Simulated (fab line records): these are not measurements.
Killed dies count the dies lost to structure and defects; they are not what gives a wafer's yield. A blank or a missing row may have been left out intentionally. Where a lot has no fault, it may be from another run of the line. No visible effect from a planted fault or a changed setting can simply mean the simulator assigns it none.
Which tool did it? + flow sky130 + 12 lots, 36 wafers sampled, at 5 steps of a route of 708

WHAT THE GAUGES READ, wafer by wafer
SKY_VIA3_RS_MEAS_22: uses a four-point probe to measure.
| lot  | measured     | on            | VIA3_W_RS (ohm/sq) |
|------|--------------|---------------|--------------------|
| L075 | day 41 00:46 | film_metro-03 | 0.298 0.301 0.302  |
| L077 | day 41 11:04 | film_metro-03 | 0.299 0.296 0.302  |
| L079 | day 42 11:08 | film_metro-04 | 0.297 0.296 0.296  |
| L081 | day 42 17:55 | film_metro-03 | 0.286 0.291 0.290  |
| L083 | day 43 11:14 | film_metro-03 | 0.293 0.291 0.295  |
| L085 | day 43 17:35 | film_metro-03 | 0.298 0.291 0.298  |
| L088 | day 44 13:09 | film_metro-04 | 0.296 0.297 0.300  |
| L089 | day 44 15:50 | film_metro-03 | 0.293 0.301 0.299  |
| L091 | day 45 01:35 | film_metro-04 | 0.292 0.291 0.289  |
| L093 | day 45 16:34 | film_metro-04 | 0.303 0.297 0.298  |
| L095 | day 45 23:18 | film_metro-02 | 0.293 0.295 0.295  |
| L097 | day 46 18:29 | film_metro-04 | 0.299 0.295 0.298  |

WHICH TOOL RAN EACH LOT (tool, then ch and the chambers of the sampled wafers, then the start)
| lot  | SKY_CONTACT_SPUTTER_23       | SKY_VIA1_ETCH_14                   | SKY_METAL3_DESCUM_15              | SKY_METAL3_ETCH_16                |
|------|------------------------------|------------------------------------|-----------------------------------|-----------------------------------|
| L075 | pvd_sputter-04, day 32 17:58 | rie_diel-02 ch 0,1,3, day 35 03:01 | rie_metal-01 ch 1, day 39 21:22   | rie_metal-01 ch 1, day 39 21:26   |
| L077 | pvd_sputter-04, day 33 07:37 | rie_diel-04 ch 0,2,3, day 35 16:20 | rie_metal-04 ch 0,1, day 40 07:13 | rie_metal-04 ch 0,1, day 40 07:16 |
| L079 | pvd_sputter-04, day 34 09:01 | rie_diel-03 ch 0,1, day 36 17:51   | rie_metal-04 ch 0,1, day 41 08:10 | rie_metal-04 ch 0,1, day 41 08:13 |
| L081 | pvd_sputter-01, day 34 18:58 | rie_diel-03 ch 1,2,3, day 37 03:26 | rie_metal-03 ch 0, day 41 15:20   | rie_metal-03 ch 0, day 41 15:25   |
| L083 | pvd_sputter-04, day 35 12:36 | rie_diel-02 ch 0,1,3, day 37 20:51 | rie_metal-01 ch 1, day 42 08:48   | rie_metal-01 ch 1, day 42 08:52   |
| L085 | pvd_sputter-01, day 35 20:34 | rie_diel-03 ch 0,2, day 38 04:18   | rie_metal-01 ch 1, day 42 14:25   | rie_metal-01 ch 1, day 42 14:31   |
| L088 | pvd_sputter-01, day 36 16:40 | rie_diel-04 ch 0,2,3, day 39 00:38 | rie_metal-01 ch 1, day 43 10:28   | rie_metal-01 ch 1, day 43 10:32   |
| L089 | pvd_sputter-04, day 36 19:02 | rie_diel-02 ch 1,2, day 39 02:48   | rie_metal-03 ch 0,1, day 43 12:49 | rie_metal-03 ch 0,1, day 43 12:52 |
| L091 | pvd_sputter-01, day 37 11:10 | rie_diel-03 ch 0,2,3, day 39 17:15 | rie_metal-04 ch 0,1, day 44 00:16 | rie_metal-04 ch 0,1, day 44 00:19 |
| L093 | pvd_sputter-01, day 38 00:29 | rie_diel-02 ch 0,2,3, day 40 07:23 | rie_metal-04 ch 0,1, day 44 14:48 | rie_metal-04 ch 0,1, day 44 14:50 |
| L095 | pvd_sputter-04, day 38 12:11 | rie_diel-03 ch 0,2, day 40 18:50   | rie_metal-04 ch 0,1, day 44 22:59 | rie_metal-04 ch 0,1, day 44 23:02 |
| L097 | pvd_sputter-03, day 39 06:45 | rie_diel-04 ch 2,3, day 41 12:10   | rie_metal-03 ch 0,1, day 45 17:43 | rie_metal-03 ch 0,1, day 45 17:46 |
- SKY_CONTACT_SPUTTER_23: material TiN, target thk 20 nm, time 80 s.
- SKY_VIA1_ETCH_14: etches BARC in N2/H2, stops on SiO2, time 45.9 s, target depth 60 nm.
- SKY_METAL3_DESCUM_15: chemistry O2, time 8 s.
- SKY_METAL3_ETCH_16: etches BARC in N2/H2, stops on SiO2, time 88.2 s, target depth 60 nm.

THE ANSWER, worked out from the rows above alone
Rule: the usual values come from the lots themselves. The widest of any qualifying gaps counts: lots, ordered by their means at a reading, are off when they make up no more than a third of the lots, leave a main group of 4 or more, and stand apart from it by 3 or more times the standard deviation of that group's means. A main group whose means are all the same, to the digits that the tables above print for the reading, isn't used. A lot without any number at a reading at which 4 lots or more have one is off too. Where the step has rows for the other lots, those lots are counted as sound.
Nothing can be told from this: no lot is off at any reading shown.

WHAT THE SIMULATOR PUT IN
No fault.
